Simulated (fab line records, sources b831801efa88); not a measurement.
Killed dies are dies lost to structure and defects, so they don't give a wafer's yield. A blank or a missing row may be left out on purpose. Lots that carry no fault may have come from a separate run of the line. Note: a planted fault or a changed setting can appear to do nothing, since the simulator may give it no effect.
Comparing a struck lot with a sound one ; flow sky130 ; 31 steps out of a route of 708
Sound: wafers L219.3, L219.4, L219.5. Wafers struck: L230.2, L230.5, L230.6. Last of all comes the cause.
Each step with rows lists, per side, the tool, then ch with its chambers, then its first start. Under that, the readings that differ: sound wafers ; struck wafers ; difference of the means ; sigmas: that difference in standard deviations of wafers without a fault.
alike: readings whose means differ by less than 2 such deviations, and words and numbers that are the same on both sides. not compared: withheld readings, readings that some wafer has no value for, bounds like >300 that may hide the same value, and numbers for which the record gives no deviation and whose values overlap.
The two part at a step that has a row with sigmas, a row that says differs or no value, or rows on one side only. Numbers that don't overlap but have no deviation are shown without sigmas and don't part them. A reading missing from all wafers of one side parts the sides only when that side holds two or more wafers.

SKY_FIELD_ISO_BOW_MEAS_00:
  sound on film_metro-01 at day 1 10:02; struck on film_metro-03 at day 3 17:01
  alike: INCOMING_BOW
then, 1 step without rows for these wafers: SKY_FIELD_ISO_OXIDATION_01 (stabilise 600 s, purge 300 s, target thk 12 nm).
SKY_FIELD_ISO_THK_MEAS_02:
  sound on film_metro-02 at day 1 11:39; struck on film_metro-01 at day 3 18:43
  alike: FIELD_ISO_OXIDATION_00_THK
SKY_FIELD_ISO_CVD_03: deposits Si3N4 from DCS/NH3, target thk 165 nm, time 2830 s.
  sound on lpcvd-02 ch 0, day 1 11:41; struck on lpcvd-02 ch 0, day 3 20:26
reading;sound;struck;difference;sigmas
pressure_mtorr (mTorr);250.5 250.9 250.7;300.4 299.5 299.2;+49.0;+98
model.Si3N4_of_FIELD_ISO_CVD_03.thk_nm (nm);165.7 165.5 166.3;173.7 173.9 175.1;+8.4;
  alike: zone_power_centre_pct
SKY_FIELD_ISO_THK_MEAS_04:
  sound on film_metro-03 at day 1 13:30; struck on film_metro-03 at day 3 22:14
reading;sound;struck;difference;sigmas
FIELD_ISO_CVD_03_THK (nm);165.7 165.5 166.2;173.7 173.9 175.1;+8.4;+6
then, 8 steps without rows for these wafers: SKY_FIELD_ISO_DEHYDRATE_05 (time 60 s); SKY_FIELD_ISO_HMDS_06 (prime time 60 s); SKY_FIELD_ISO_COAT_07 (resist thk 60 nm); SKY_FIELD_ISO_COAT_08 (resist thk 450 nm); SKY_FIELD_ISO_SOFTBAKE_09 (time 90 s); SKY_FIELD_ISO_EXPOSE_10 (exposes mask FOM, target cd 150 nm); SKY_FIELD_ISO_PEB_11; SKY_FIELD_ISO_DEVELOP_12 (develop time 60 s).
SKY_FIELD_ISO_CD_MEAS_13: the cd target is 150 nm.
  sound on cd_sem-02 at day 2 03:58; struck on cd_sem-01 at day 4 15:35
  alike: cd_nm
SKY_FIELD_ISO_ETCH_14: etches BARC in N2/H2, stops on SiO2, time 45.9 s, target depth 60 nm.
  sound on rie_diel-04 ch 0,2, day 2 04:02; struck on rie_diel-04 ch 2,3, day 4 15:41
  alike: drypump_motor_current_A, oes_product_au, throttle_valve_pct
  not compared: rf_hours_counter_h
SKY_FIELD_ISO_ETCH_15: etches the open film in CHF3/O2, stops on Si, target depth 180 nm, time 72 s.
  sound on rie_diel-04 ch 0,2, day 2 04:05; struck on rie_diel-04 ch 2,3, day 4 15:44
reading;sound;struck;difference;sigmas
O2_flow_sccm (sccm);4.987 4.974 4.972;5.052 5.025 5.019;+0.054;+3
oes_product_au (a.u.);0.949 0.945 0.954;0.964 0.975 0.973;+0.021;+3
model.etch.depth_nm (nm);165.7 165.5 166.3;173.7 173.9 175.1;+8.4;
  alike: drypump_motor_current_A, throttle_valve_pct
  not compared: rf_hours_counter_h
SKY_FIELD_ISO_STRIP_16: strips in O2/N2.
  sound on plasma_asher-04 ch 0,1, day 2 04:10; struck on plasma_asher-04 ch 0,1, day 4 15:47
  alike: drypump_motor_current_A, oes_product_au, strip_time_to_endpoint_s
  not compared: rf_hours_counter_h
SKY_FIELD_ISO_ETCH_17: etches Si in HBr/Cl2/O2, target depth 342 nm, time 97.7 s.
  sound on rie_si-01 ch 0,1,3, day 2 04:14; struck on rie_si-02 ch 2,3, day 4 15:53
  alike: O2_flow_sccm, drypump_motor_current_A, mfc_cl2_sccm, oes_product_au, throttle_valve_pct
  not compared: rf_hours_counter_h
then, 5 steps without rows for these wafers: SKY_FIELD_ISO_WET_ETCH_18 (etches Si3N4 in H3PO4, target depth 25 nm, time 286 s); SKY_FIELD_ISO_CLEAN_19 (cleans in SC1/SC2, time 150 s); SKY_FIELD_ISO_CLEAN_20 (cleans in dHF, time 20 s); SKY_FIELD_ISO_WET_ETCH_21 (etches SiO2 in dHF, target depth 20 nm, time 400 s); SKY_FIELD_ISO_OXIDATION_22 (stabilise 600 s, purge 300 s, target thk 10 nm).
SKY_FIELD_ISO_THK_MEAS_23:
  sound on film_metro-01 at day 2 05:47; struck on film_metro-03 at day 4 18:25
  alike: FIELD_ISO_OXIDATION_01_THK
then, 1 step without rows for these wafers: SKY_FIELD_ISO_CVD_24 (deposits SiO2, target thk 595 nm, time 99.2 s).
SKY_FIELD_ISO_THK_MEAS_25:
  sound on film_metro-01 at day 2 05:55; struck on film_metro-03 at day 4 18:33
  alike: FIELD_ISO_CVD_24_THK
then, 1 step without rows for these wafers: SKY_FIELD_ISO_ANNEAL_26 (time 1800 s).
SKY_FIELD_ISO_CMP_27: polishes, stops on Si3N4, t overpolish 16 s, target thk 457.8 nm.
  sound on cmp-01 ch 0,2, day 2 07:46; struck on cmp-01 ch 1,2, day 4 22:21
  alike: motor_current_A, platen_rpm, slurry_filter_dp_kPa
SKY_FIELD_ISO_WET_ETCH_28: etches SiO2 in dHF, target depth 23.7 nm, time 47 s.
  sound on wet_bench-01 ch 1, day 2 08:01; struck on wet_bench-04 ch 3, day 4 22:36
reading;sound;struck;difference;sigmas
model.Si3N4_of_FIELD_ISO_CVD_03.thk_nm (nm);119.2 118.8 119.8;128.1 128.2 129.6;+9.4;
then, 1 step without rows for these wafers: SKY_FIELD_ISO_WET_ETCH_29 (etches Si3N4 in H3PO4, target depth 160 nm, time 1825 s).
-- here the record skips 44 days between the struck wafers' starts before and after, leaving off in module FIELD_ISO and picking up in module PAD_OPEN (first step shown: number 708 of the route) --
SKY_PAD_OPEN_PROBE_99:
  sound on prober-02 at day 45 12:45; struck on prober-01 at day 48 16:15
reading;sound;struck;difference;sigmas
model.etest.field_n.vt_v (V);35.88 36.19 36.08;36.48 36.81 36.59;+0.58;
  alike: killed_at_M0_to_M3, killed_at_M4_up, killed_at_contacts, killed_at_front_end, killed_at_other, killed_dies, killed_open, killed_short
  not compared: model.etest.pfet_16v.r_on_ohm_um, model.etest.sram_nfet_pass.off_log10_a_um

## WHERE THEY PART
First at SKY_FIELD_ISO_CVD_03; last, within this record, at SKY_FIELD_ISO_ETCH_15. Later steps at which nothing parts them and some readings are alike: SKY_FIELD_ISO_STRIP_16, SKY_FIELD_ISO_ETCH_17, SKY_FIELD_ISO_THK_MEAS_23, SKY_FIELD_ISO_THK_MEAS_25, SKY_FIELD_ISO_CMP_27, SKY_PAD_OPEN_PROBE_99.

WHY: what the simulator had put in
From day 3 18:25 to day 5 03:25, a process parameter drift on lpcvd-02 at SKY_FIELD_ISO_CVD_03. Setting pressure_mtorr, moved by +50, from 250. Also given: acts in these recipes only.
